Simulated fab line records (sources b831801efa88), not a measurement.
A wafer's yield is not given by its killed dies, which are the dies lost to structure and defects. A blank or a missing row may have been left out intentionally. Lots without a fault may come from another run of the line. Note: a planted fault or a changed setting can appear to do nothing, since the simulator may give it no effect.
The tool behind it: which one? :: flow gf180mcu :: 6 lots, 18 wafers sampled, at 2 steps of a route of 602

== WHAT EACH GAUGE READ, for each wafer ==
GF_V3_CD_MEAS_14: target cd 260 nm.
lot: L397
measured: day 23 00:56
on: cd-sem-02
cd-nm (nm): 262.0 261.9 260.8

lot: L400
measured: day 24 01:24
on: cd-sem-01
cd-nm (nm): 259.8 259.1 259.2

lot: L409
measured: day 27 00:47
on: cd-sem-02
cd-nm (nm): 259.6 259.4 260.1

lot: L412
measured: day 27 20:04
on: cd-sem-02
cd-nm (nm): 259.4 260.3 260.1

lot: L415
measured: day 28 18:11
on: cd-sem-01
cd-nm (nm): 258.7 259.2 258.3

lot: L418
measured: day 29 23:11
on: cd-sem-01
cd-nm (nm): 261.4 261.3 260.5

== WHICH TOOL RAN EACH LOT (tool, then ch and the chambers of the sampled wafers, then the start) ==
lot: L397
GF_M3_SPUTTER_01: pvd-sputter-02, day 21 00:14

lot: L400
GF_M3_SPUTTER_01: pvd-sputter-04, day 22 02:11

lot: L409
GF_M3_SPUTTER_01: pvd-sputter-04, day 25 05:01

lot: L412
GF_M3_SPUTTER_01: pvd-sputter-02, day 26 02:26

lot: L415
GF_M3_SPUTTER_01: pvd-sputter-04, day 27 00:16

lot: L418
GF_M3_SPUTTER_01: pvd-sputter-04, day 28 06:50
- GF_M3_SPUTTER_01: material TiN, target thk 30 nm, time 25 s.

== THE ANSWER, worked out from the rows above alone ==
Rule: the usual values come from the lots themselves. Put in order of their means at a reading, lots are off if they are a third of the lots or fewer, leave a main group of 4 or more, and stand apart from it by a gap of 3 or more times the standard deviation of the main group's means; of several such gaps the widest counts. The tables above print the reading to a certain number of digits; a main group whose means all agree to those digits is not used. A lot without any number at a reading at which 4 lots or more have one is off too. Any other lot the step has rows for is counted as sound.
None of the lots is off at any reading shown; this tells nothing.

== WHAT THE SIMULATOR HAD INSERTED ==
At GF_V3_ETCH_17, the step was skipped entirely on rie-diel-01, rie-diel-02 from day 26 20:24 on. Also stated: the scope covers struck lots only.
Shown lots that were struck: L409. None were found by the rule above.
